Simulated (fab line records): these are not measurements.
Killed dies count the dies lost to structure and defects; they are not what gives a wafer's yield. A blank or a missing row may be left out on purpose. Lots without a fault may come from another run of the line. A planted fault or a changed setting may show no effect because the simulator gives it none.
A single fault, viewed from 2 desks :: flow sky130 :: every desk sees just its own numbers, and what lay behind them comes last

## AT THE METROLOGY DESK
What the gauges read, lot by lot, whatever tool the lot ran on: means of the sampled wafers that have a number. If a lot's mean is further than 4 standard deviations from the usual mean, the lot is out of limits and carries the mark OUT (the distance appears in the brackets).
Columns: A = GATE_OXIDE_OXIDATION_00_THK at SKY_GATE_OXIDE_THK_MEAS_02, usual 10.28 nm; B = GATE_OXIDE_OVL at SKY_GATE_OXIDE_OVL_MEAS_10, usual 1.0 nm
lot: L367
first seen here: day 16 20:48
A: 10.14
B: -0.8

lot: L368
first seen here: day 17 01:04
A: 10.27
B: 2.8

lot: L371
first seen here: day 17 19:02
A: 10.33
B: -0.1

lot: L378
first seen here: day 20 13:50
A: 10.17
B: 0.6

lot: L379
first seen here: day 20 13:51
A: 10.47
B: 1.2

lot: L381
first seen here: day 20 22:29
A: 10.47
B: 2.1
This desk found nothing out of limits on any of the 6 lots.

## THE TOOL OWNER'S DESK: implanter-02
The tool's own readings at SKY_GATE_OXIDE_IMPLANT_11, given as means over the sampled wafers that have a number, one for each lot that went through this tool. If a lot's mean is further than 4 standard deviations from the usual mean, the lot is out of limits and carries the mark OUT (the distance appears in the brackets).
Columns: A = dose ions cm2 at SKY_GATE_OXIDE_IMPLANT_11, usual 2.6002e+12
lot: L367
first seen here: day 18 01:17
A: 2.6792e+12 (+29) OUT

lot: L368
first seen here: day 18 06:40
A: 2.6766e+12 (+28) OUT

lot: L379
first seen here: day 21 21:12
A: 2.6012e+12
This desk finds L367, L368 out of limits, L367 being first, at day 18 01:17 (dose ions cm2 at SKY_GATE_OXIDE_IMPLANT_11). L379: within limits.

## ALL TOGETHER
An alarm could have come from the tool owner's desk at day 18 01:17, on L367, L368.
Metrology desk: nothing out of limits seen.
The metrology desk holds a record of L367, L368, inside its limits.
On implanter-02, each named lot ran SKY_GATE_OXIDE_IMPLANT_11.

## WHAT THE SIMULATOR PUT IN
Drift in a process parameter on implanter-02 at SKY_GATE_OXIDE_IMPLANT_11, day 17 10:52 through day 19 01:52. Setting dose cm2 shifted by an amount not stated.
Struck lots among those shown: L367, L368.
How many hours passed from the start of the fault until each desk's first out-of-limits reading: the tool owner's desk, 14.
